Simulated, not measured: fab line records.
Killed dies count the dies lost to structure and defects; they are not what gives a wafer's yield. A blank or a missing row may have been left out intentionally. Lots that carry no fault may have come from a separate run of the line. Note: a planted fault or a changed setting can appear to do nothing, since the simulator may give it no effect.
Comparing a struck lot with a sound one :: flow sky130 :: 16 steps out of a route of 708
Sound: wafers L753.1, L753.2, L753.6. The struck wafers were L763.2, L763.4. The cause comes at the end.
At each step with rows: each side's tool, then ch and its chambers, then its first start. Under that, the readings that differ: sound wafers :: struck wafers :: difference of the means :: sigmas: that difference in standard deviations of wafers without a fault.
alike: readings with means less than 2 such deviations apart, plus words and numbers identical on both sides. not compared: withheld readings, readings lacking a value on some wafer, bounds such as >300 that could conceal the same value, and numbers that have no deviation in the record and whose values overlap.
The two part at a step that has a row with sigmas, a row that says differs or no value, or rows on one side only. When numbers do not overlap yet have no deviation, they are printed without sigmas and do not part them. A reading that every wafer of one side lacks parts them only if that side has two wafers or more.

SKY_METAL4_SPUTTER_04: material TiN, target thk 70 nm, time 58.3 s.
  sound: pvd sputter-03 at day 40 15:40; struck: pvd sputter-04 at day 43 17:14
reading: throttle valve pct (%)
sound: 31.4 31.4 29.8
struck: 29.2 27.7
difference: -2.4
sigmas: -2
  alike: chamber pressure pa
SKY_CAP2M_CVD_00: deposits SiO2, target thk 15.5 nm.
  sound on pecvd-02 ch 0,1,2, day 40 15:43; struck on pecvd-03 ch 2, day 43 17:16
  alike: heater power w
SKY_CAP2M_THK_MEAS_01:
  sound: film metro-02 at day 40 15:44; struck: film metro-02 at day 43 17:19
  alike: CAP2M_CVD_00_THK
SKY_CAP2M_SPUTTER_02: material TiN, target thk 200 nm, time 166.7 s.
  sound: pvd sputter-04 at day 40 15:48; struck: pvd sputter-03 at day 43 17:22
  alike: chamber pressure pa, throttle valve pct
SKY_CAP2M_RS_MEAS_03: measurement is done with a four-point probe.
  sound: film metro-04 at day 40 15:54; struck: film metro-02 at day 43 17:30
  alike: CAP2M_TIN_RS
SKY_CAP2M_THK_MEAS_04: measures by xrf.
  sound: film metro-04 at day 40 16:01; struck: film metro-02 at day 43 17:37
  alike: CAP2M_TIN_THK
then, 6 steps without rows for these wafers: SKY_CAP2M_DEHYDRATE_05 (time 60 s); SKY_CAP2M_HMDS_06 (prime time 60 s); SKY_CAP2M_COAT_07 (resist thk 1140 nm); SKY_CAP2M_SOFTBAKE_08 (time 60 s); SKY_CAP2M_EXPOSE_09 (exposes mask CAP2M, target cd 1000 nm); SKY_CAP2M_PEB_10.
SKY_CAP2M_DEVELOP_11: develop time 60 s.
  sound on litho track-04 ch 0, day 41 15:17; struck on litho track-03 ch 0, day 44 15:18
  alike: developer temp C, resist line temp C
SKY_CAP2M_OVL_MEAS_12:
  sound: overlay-02 at day 41 15:26; struck: overlay-01 at day 44 15:26
  alike: CAP2M_OVL
SKY_CAP2M_METAL_ETCH_13: etches TiN in Cl2/BCl3, stops on SiO2, target depth 220 nm, time 62.9 s.
  sound on rie metal-03 ch 0,1, day 41 15:28; struck on rie metal-01 ch 0, day 44 15:29
reading: model.CAP2M.cd nm (nm)
sound: 1001 999.7 1000
struck: 1003 1002
difference: +2
sigmas: 
  alike: bias w, drypump motor current A, oes product au, throttle valve pct
  not compared: rf hours counter h
SKY_CAP2M_STRIP_14: strips in O2/N2.
  sound on plasma asher-03 ch 0,1, day 41 15:33; struck on plasma asher-03 ch 0, day 44 15:37
reading: strip time to endpoint s (s)
sound: 12.66 12.67 12.69
struck: 12.58 12.60
difference: -0.08
sigmas: -2
  alike: drypump motor current A, oes product au
  not compared: rf hours counter h

== WHERE THEY PART ==
At SKY_METAL4_SPUTTER_04 first; at SKY_CAP2M_STRIP_14 last (within this record only).

WHY: the cause the simulator had injected
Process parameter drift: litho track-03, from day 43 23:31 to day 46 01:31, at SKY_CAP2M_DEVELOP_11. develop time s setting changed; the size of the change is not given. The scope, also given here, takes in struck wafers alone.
